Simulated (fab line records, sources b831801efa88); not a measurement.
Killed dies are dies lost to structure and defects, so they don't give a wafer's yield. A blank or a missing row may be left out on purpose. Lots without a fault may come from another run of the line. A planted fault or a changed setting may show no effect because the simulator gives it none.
Split-lot experiment | flow sfq_line | 5 lots, 27 wafers read, on a route of 325 steps

THE SPLIT
At SFQ_TRILAYER_M7_DEP_SPUTTER_175 (material Nb, target thk 200 nm, time 133.3 s), the setting time_s was moved away from the recipe's 133.3 s on 12 of the 27 wafers read, by -52.2% to +26.9%. The other wafers ran this setting at the recipe's value.

FROM THE SPLIT TO THE READING: what the file shows between them, 3 steps
- SFQ_M7_RS_MEAS_943: measures by four-point-probe
- SFQ_TRILAYER_M7_LITHO_COAT_182: resist thk 62 nm
- SFQ_TRILAYER_M7_BARC_OPEN_METAL_ETCH_229: etches BARC in O2, target depth 125 nm, time 41.7 s

THE READING
oes_product_au, in a.u., at SFQ_TRILAYER_M7_ETCH_METAL_ETCH_180 (etches Nb in Cl2/Ar, stops on SiO2, target depth 240 nm, time 120 s). Fault-free wafers of this fab line usually give 0.896 a.u., standard deviation 0.0069 a.u..

wafer  | tool, chamber at the split | time_s as run, s | against the recipe | oes_product_au, a.u. | against lot-mates on the recipe
L074.1 | pvd_sputter-04, -          | 133.3            | recipe             | 0.897                | -
L074.2 | pvd_sputter-04, -          | 133.3            | recipe             | 0.888                | -
L074.3 | pvd_sputter-04, -          | 69.39            | -47.9%             | 0.638                | -0.251
L074.4 | pvd_sputter-04, -          | 133.3            | recipe             | 0.883                | -
L074.5 | pvd_sputter-04, -          | 69.39            | -47.9%             | 0.647                | -0.242
L074.6 | pvd_sputter-04, -          | 69.39            | -47.9%             | 0.641                | -0.248
L076.1 | pvd_sputter-05, -          | 133.3            | recipe             | 0.891                | -
L076.2 | pvd_sputter-05, -          | 133.3            | recipe             | 0.888                | -
L076.5 | pvd_sputter-05, -          | 133.3            | recipe             | 0.891                | -
L078.1 | pvd_sputter-06, -          | 133.3            | recipe             | 0.898                | -
L078.2 | pvd_sputter-06, -          | 169.2            | +26.9%             | 0.989                | +0.089
L078.3 | pvd_sputter-06, -          | 133.3            | recipe             | 0.900                | -
L078.4 | pvd_sputter-06, -          | 133.3            | recipe             | 0.902                | -
L078.5 | pvd_sputter-06, -          | 169.2            | +26.9%             | 0.992                | +0.092
L078.6 | pvd_sputter-06, -          | 169.2            | +26.9%             | 1.014                | +0.114
L083.1 | pvd_sputter-05, -          | 133.3            | recipe             | 0.898                | -
L083.2 | pvd_sputter-05, -          | 133.3            | recipe             | 0.885                | -
L083.3 | pvd_sputter-05, -          | 133.3            | recipe             | 0.901                | -
L083.4 | pvd_sputter-05, -          | 65.63            | -50.8%             | 0.624                | -0.271
L083.5 | pvd_sputter-05, -          | 65.63            | -50.8%             | 0.637                | -0.258
L083.6 | pvd_sputter-05, -          | 65.63            | -50.8%             | 0.633                | -0.262
L084.1 | pvd_sputter-06, -          | 133.3            | recipe             | 0.892                | -
L084.2 | pvd_sputter-06, -          | 133.3            | recipe             | 0.898                | -
L084.3 | pvd_sputter-06, -          | 63.67            | -52.2%             | 0.634                | -0.263
L084.4 | pvd_sputter-06, -          | 63.67            | -52.2%             | 0.636                | -0.261
L084.5 | pvd_sputter-06, -          | 63.67            | -52.2%             | 0.634                | -0.263
L084.6 | pvd_sputter-06, -          | 133.3            | recipe             | 0.902                | -

THE FIT
A straight line over all 27 wafers: oes_product_au changes by +0.00492 a.u. for each +1% of time_s; r = +1.00; the points scatter about the line by 0.012 a.u..
The same after taking each lot's own level away (the mean of its wafers on the recipe; 27 wafers): +0.00488 a.u. for each +1%; r = +1.00; scatter 0.013 a.u..
On that fit, the largest move of time_s shifts the reading by 0.25 a.u..
The lots' own levels span 0.8893 to 0.9000 a.u., that is 1.5 times the standard deviation above.
So the lot-to-lot level changes the slope little: the two slopes agree.
Check: with one of the wafers moved furthest among these (-52.2%) left out of the fit, the line predicts -0.262 a.u. for it against its lot-mates. It came out at -0.263 a.u. against them.

OTHER SPLITS ON THESE WAFERS
These wafers also went through other splits before the reading. Each is held against what the fit with the lots' levels taken away leaves over:
other split on the same wafers             | wafers away from the commonest value | r with oes_product_au (lot level and that fit taken away)
SFQ_TRILAYER_M3_ETCH_METAL_ETCH_078 time_s | 9                                    | -0.18
SFQ_TRILAYER_M4_ETCH_METAL_ETCH_096 time_s | 6                                    | +0.03
SFQ_TRILAYER_R5_DEP_SPUTTER_133 time_s     | 12                                   | -0.22
SFQ_TRILAYER_A5C_DEP_PECVD_142 time_s      | 12                                   | -0.12
SFQ_TRILAYER_I6_DEP_PECVD_165 time_s       | 9                                    | +0.03

THE WHOLE CHAIN: every reading that the file lists as answering this split, in the file's order
step                                | what it does                                                        | reading                                                                                   | change (the file's fit)                 | r (the file's)
SFQ_TRILAYER_M7_DEP_SPUTTER_175     | material Nb, target thk 200 nm, time 133.3 s                        | Nb_of_TRILAYER_M7_DEP_SPUTTER_175.thk_nm (the simulator's own value, which no gauge read) | +2 nm for each +1% of the setting       | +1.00
SFQ_M7_RS_MEAS_943                  | measures by four-point-probe                                        | M7_NB_RS                                                                                  | -0.0173 for each +1% of the setting     | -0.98
SFQ_TRILAYER_M7_ETCH_METAL_ETCH_180 | etches Nb in Cl2/Ar, stops on SiO2, target depth 240 nm, time 120 s | oes_product_au                                                                            | +0.005 a.u. for each +1% of the setting | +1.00

THE FILE'S OWN FIT
oes_product_au changes by +0.005 a.u. for each +1% of time_s, r = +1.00.
